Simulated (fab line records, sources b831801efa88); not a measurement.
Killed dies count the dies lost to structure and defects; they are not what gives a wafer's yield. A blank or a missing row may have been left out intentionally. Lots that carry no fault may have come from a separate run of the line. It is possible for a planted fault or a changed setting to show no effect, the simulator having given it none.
Which tool did it? / flow sky130 / 33 wafers from 11 lots sampled at 6 of the route's 708 steps

## WHAT THE GAUGES READ, wafer by wafer
SKY_POLY_GATE_THK_MEAS_01.
lot=L319; measured=day 13 23:20; on=film-metro-01; POLY_GATE_CVD_00_THK (nm)=177.2 176.3 176.1
lot=L322; measured=day 14 23:31; on=film-metro-04; POLY_GATE_CVD_00_THK (nm)=176.7 176.6 177.6
lot=L323; measured=day 15 08:58; on=film-metro-04; POLY_GATE_CVD_00_THK (nm)=179.0 178.8 178.5
lot=L325; measured=day 16 02:02; on=film-metro-04; POLY_GATE_CVD_00_THK (nm)=175.6 175.3 176.8
lot=L326; measured=day 17 08:52; on=film-metro-01; POLY_GATE_CVD_00_THK (nm)=178.7 178.1 179.1
lot=L336; measured=day 19 23:10; on=film-metro-01; POLY_GATE_CVD_00_THK (nm)=177.3 177.8 176.6
lot=L337; measured=day 20 04:23; on=film-metro-04; POLY_GATE_CVD_00_THK (nm)=177.2 178.9 176.8
lot=L338; measured=day 20 16:45; on=film-metro-01; POLY_GATE_CVD_00_THK (nm)=177.5 177.3 178.5
lot=L339; measured=day 21 03:58; on=film-metro-01; POLY_GATE_CVD_00_THK (nm)=183.2 180.5 181.9
lot=L340; measured=day 21 06:26; on=film-metro-02; POLY_GATE_CVD_00_THK (nm)=179.4 178.9 179.0
lot=L342; measured=day 22 01:53; on=film-metro-04; POLY_GATE_CVD_00_THK (nm)=179.6 178.4 179.3

SKY_LDD_P_CD_MEAS_07: the cd target is 380 nm.
lot=L319; measured=day 18 18:34; on=cd-sem-02; cd-nm (nm)=379.1 377.9 378.6
lot=L322; measured=day 20 02:02; on=cd-sem-01; cd-nm (nm)=378.8 381.5 379.5
lot=L323; measured=day 20 11:14; on=cd-sem-01; cd-nm (nm)=381.1 381.6 381.4
lot=L325; measured=day 21 07:56; on=cd-sem-02; cd-nm (nm)=378.8 380.3 377.7
lot=L326; measured=day 22 22:47; on=cd-sem-02; cd-nm (nm)=- - -
lot=L336; measured=day 25 04:20; on=cd-sem-02; cd-nm (nm)=377.2 377.8 380.9
lot=L337; measured=day 25 08:38; on=cd-sem-02; cd-nm (nm)=377.3 375.2 376.2
lot=L338; measured=day 25 21:54; on=cd-sem-01; cd-nm (nm)=381.3 379.6 381.2
lot=L339; measured=day 26 06:33; on=cd-sem-02; cd-nm (nm)=380.1 381.2 380.6
lot=L340; measured=day 26 08:54; on=cd-sem-02; cd-nm (nm)=378.6 380.2 382.6
lot=L342; measured=day 27 04:30; on=cd-sem-01; cd-nm (nm)=381.6 381.0 382.2

SKY_LDD_P_TW_MEAS_11.
lot=L319; measured=day 18 18:59; on=film-metro-02; LDD_P_TW=632 635 632
lot=L322; measured=day 20 02:25; on=film-metro-03; LDD_P_TW=647 647 650
lot=L323; measured=day 20 11:38; on=film-metro-04; LDD_P_TW=626 634 635
lot=L325; measured=day 21 08:20; on=film-metro-02; LDD_P_TW=636 633 636
lot=L326; measured=day 22 23:11; on=film-metro-04; LDD_P_TW=29 30 30
lot=L336; measured=day 25 04:44; on=film-metro-03; LDD_P_TW=649 641 643
lot=L337; measured=day 25 09:02; on=film-metro-04; LDD_P_TW=627 633 630
lot=L338; measured=day 25 22:18; on=film-metro-02; LDD_P_TW=638 636 636
lot=L339; measured=day 26 06:58; on=film-metro-03; LDD_P_TW=650 650 651
lot=L340; measured=day 26 09:18; on=film-metro-03; LDD_P_TW=651 648 646
lot=L342; measured=day 27 04:54; on=film-metro-02; LDD_P_TW=636 636 633

## WHAT TOOL EACH LOT RAN ON (gives the tool, then ch and the chambers of the sampled wafers, and finally the start)
lot=L319; SKY_POLY_GATE_STRIP_18=plasma-asher-03 ch 0,1, day 16 05:35; SKY_LDD_P_EXPOSE_04=iline-stepper-01 ch 0, day 18 03:48; SKY_LDD_P_STRIP_10=plasma-asher-01 ch 0,1, day 18 18:52
lot=L322; SKY_POLY_GATE_STRIP_18=plasma-asher-04 ch 0,1, day 17 08:46; SKY_LDD_P_EXPOSE_04=iline-stepper-02 ch 0, day 19 10:48; SKY_LDD_P_STRIP_10=plasma-asher-02 ch 0,1, day 20 02:20
lot=L323; SKY_POLY_GATE_STRIP_18=plasma-asher-02 ch 0,1, day 17 20:02; SKY_LDD_P_EXPOSE_04=iline-stepper-01 ch 0, day 19 19:46; SKY_LDD_P_STRIP_10=plasma-asher-04 ch 0,1, day 20 11:32
lot=L325; SKY_POLY_GATE_STRIP_18=plasma-asher-02 ch 0, day 18 14:08; SKY_LDD_P_EXPOSE_04=iline-stepper-01 ch 0, day 20 16:09; SKY_LDD_P_STRIP_10=plasma-asher-01 ch 0,1, day 21 08:14
lot=L326; SKY_POLY_GATE_STRIP_18=plasma-asher-04 ch 0,1, day 20 02:10; SKY_LDD_P_EXPOSE_04=iline-stepper-01 ch 0, day 22 07:26; SKY_LDD_P_STRIP_10=plasma-asher-04 ch 0, day 22 23:05
lot=L336; SKY_POLY_GATE_STRIP_18=plasma-asher-04 ch 0,1, day 22 14:35; SKY_LDD_P_EXPOSE_04=iline-stepper-01 ch 0, day 24 13:41; SKY_LDD_P_STRIP_10=plasma-asher-02 ch 0,1, day 25 04:38
lot=L337; SKY_POLY_GATE_STRIP_18=plasma-asher-04 ch 0, day 22 18:47; SKY_LDD_P_EXPOSE_04=iline-stepper-01 ch 0, day 24 17:50; SKY_LDD_P_STRIP_10=plasma-asher-04 ch 0, day 25 08:56
lot=L338; SKY_POLY_GATE_STRIP_18=plasma-asher-04 ch 0, day 23 06:56; SKY_LDD_P_EXPOSE_04=iline-stepper-01 ch 0, day 25 07:17; SKY_LDD_P_STRIP_10=plasma-asher-01 ch 0,1, day 25 22:11
lot=L339; SKY_POLY_GATE_STRIP_18=plasma-asher-02 ch 0,1, day 23 17:55; SKY_LDD_P_EXPOSE_04=iline-stepper-02 ch 0, day 25 17:04; SKY_LDD_P_STRIP_10=plasma-asher-01 ch 0,1, day 26 06:52
lot=L340; SKY_POLY_GATE_STRIP_18=plasma-asher-04 ch 0,1, day 23 19:28; SKY_LDD_P_EXPOSE_04=iline-stepper-01 ch 0, day 25 18:59; SKY_LDD_P_STRIP_10=plasma-asher-04 ch 0, day 26 09:11
lot=L342; SKY_POLY_GATE_STRIP_18=plasma-asher-03 ch 0,1, day 24 15:50; SKY_LDD_P_EXPOSE_04=iline-stepper-02 ch 0, day 26 14:16; SKY_LDD_P_STRIP_10=plasma-asher-01 ch 0,1, day 27 04:47
- SKY_POLY_GATE_STRIP_18: strips in O2/N2.
- SKY_LDD_P_EXPOSE_04: exposes mask PSDM, target cd 380 nm.
- SKY_LDD_P_STRIP_10: strips in O2/N2.

## WHAT THE TOOLS THEMSELVES READ (means of the sampled wafers that have a number; where no wafer has one, the mark that the record gives instead)
SKY_POLY_GATE_STRIP_18.
lot=L319; tool=plasma-asher-03; drypump-motor-current-A (A)=5.7; oes-product-au (a.u.)=0.361; strip-time-to-endpoint-s (s)=3.24
lot=L322; tool=plasma-asher-04; drypump-motor-current-A (A)=5.4; oes-product-au (a.u.)=0.365; strip-time-to-endpoint-s (s)=3.20
lot=L323; tool=plasma-asher-02; drypump-motor-current-A (A)=5.4; oes-product-au (a.u.)=0.365; strip-time-to-endpoint-s (s)=3.18
lot=L325; tool=plasma-asher-02; drypump-motor-current-A (A)=5.1; oes-product-au (a.u.)=0.362; strip-time-to-endpoint-s (s)=3.16
lot=L326; tool=plasma-asher-04; drypump-motor-current-A (A)=5.4; oes-product-au (a.u.)=0.364; strip-time-to-endpoint-s (s)=3.15
lot=L336; tool=plasma-asher-04; drypump-motor-current-A (A)=5.4; oes-product-au (a.u.)=0.358; strip-time-to-endpoint-s (s)=3.16
lot=L337; tool=plasma-asher-04; drypump-motor-current-A (A)=6.7; oes-product-au (a.u.)=0.360; strip-time-to-endpoint-s (s)=3.17
lot=L338; tool=plasma-asher-04; drypump-motor-current-A (A)=6.7; oes-product-au (a.u.)=0.368; strip-time-to-endpoint-s (s)=3.17
lot=L339; tool=plasma-asher-02; drypump-motor-current-A (A)=5.6; oes-product-au (a.u.)=0.370; strip-time-to-endpoint-s (s)=3.21
lot=L340; tool=plasma-asher-04; drypump-motor-current-A (A)=5.4; oes-product-au (a.u.)=0.356; strip-time-to-endpoint-s (s)=3.13
lot=L342; tool=plasma-asher-03; drypump-motor-current-A (A)=5.7; oes-product-au (a.u.)=0.362; strip-time-to-endpoint-s (s)=3.23

SKY_LDD_P_STRIP_10.
lot=L319; tool=plasma-asher-01; drypump-motor-current-A (A)=5.6; oes-product-au (a.u.)=0.718; strip-time-to-endpoint-s (s)=14.228
lot=L322; tool=plasma-asher-02; drypump-motor-current-A (A)=5.4; oes-product-au (a.u.)=0.716; strip-time-to-endpoint-s (s)=14.236
lot=L323; tool=plasma-asher-04; drypump-motor-current-A (A)=6.0; oes-product-au (a.u.)=0.716; strip-time-to-endpoint-s (s)=14.199
lot=L325; tool=plasma-asher-01; drypump-motor-current-A (A)=5.5; oes-product-au (a.u.)=0.714; strip-time-to-endpoint-s (s)=14.172
lot=L326; tool=plasma-asher-04; drypump-motor-current-A (A)=6.7; oes-product-au (a.u.)=0.723; strip-time-to-endpoint-s (s)=14.205
lot=L336; tool=plasma-asher-02; drypump-motor-current-A (A)=5.6; oes-product-au (a.u.)=0.715; strip-time-to-endpoint-s (s)=14.250
lot=L337; tool=plasma-asher-04; drypump-motor-current-A (A)=6.7; oes-product-au (a.u.)=0.716; strip-time-to-endpoint-s (s)=14.202
lot=L338; tool=plasma-asher-01; drypump-motor-current-A (A)=5.6; oes-product-au (a.u.)=0.715; strip-time-to-endpoint-s (s)=14.196
lot=L339; tool=plasma-asher-01; drypump-motor-current-A (A)=5.9; oes-product-au (a.u.)=0.716; strip-time-to-endpoint-s (s)=14.227
lot=L340; tool=plasma-asher-04; drypump-motor-current-A (A)=6.7; oes-product-au (a.u.)=0.721; strip-time-to-endpoint-s (s)=14.182
lot=L342; tool=plasma-asher-01; drypump-motor-current-A (A)=5.5; oes-product-au (a.u.)=0.712; strip-time-to-endpoint-s (s)=14.183

## THE ANSWER, worked out from the rows above alone
Rule: the usual values come from the lots themselves. The widest of any qualifying gaps counts: lots, ordered by their means at a reading, are off when they make up no more than a third of the lots, leave a main group of 4 or more, and stand apart from it by 3 or more times the standard deviation of that group's means. If all means in a main group match to the digits the tables above print for the reading, that group is not used. A lot without any number at a reading at which 4 lots or more have one is off too. The other lots that the step has rows for count as sound. The gauges are gone through in route order, then the tools' own readings, and for those a lot's mean is taken as printed above. At the first step where some lot is off, the reading lying furthest off is the one used; lots without a number count as furthest.
Off at SKY_LDD_P_CD_MEAS_07 (cd-nm): L326. Without a number there: L326. The main group: mean 379.7 nm, standard deviation 1.5.
If a tool, at a process step before that reading, ran all the lots that are off and no sound lot after the first of them, it fits. Not tried: the gauges at SKY_LDD_P_CD_MEAS_07; whatever is off there is also off at SKY_LDD_P_TW_MEAS_11, on other tools, and gauge error can't account for it. Not one of the candidates tried fits.

## WHAT THE SIMULATOR HAD PUT IN
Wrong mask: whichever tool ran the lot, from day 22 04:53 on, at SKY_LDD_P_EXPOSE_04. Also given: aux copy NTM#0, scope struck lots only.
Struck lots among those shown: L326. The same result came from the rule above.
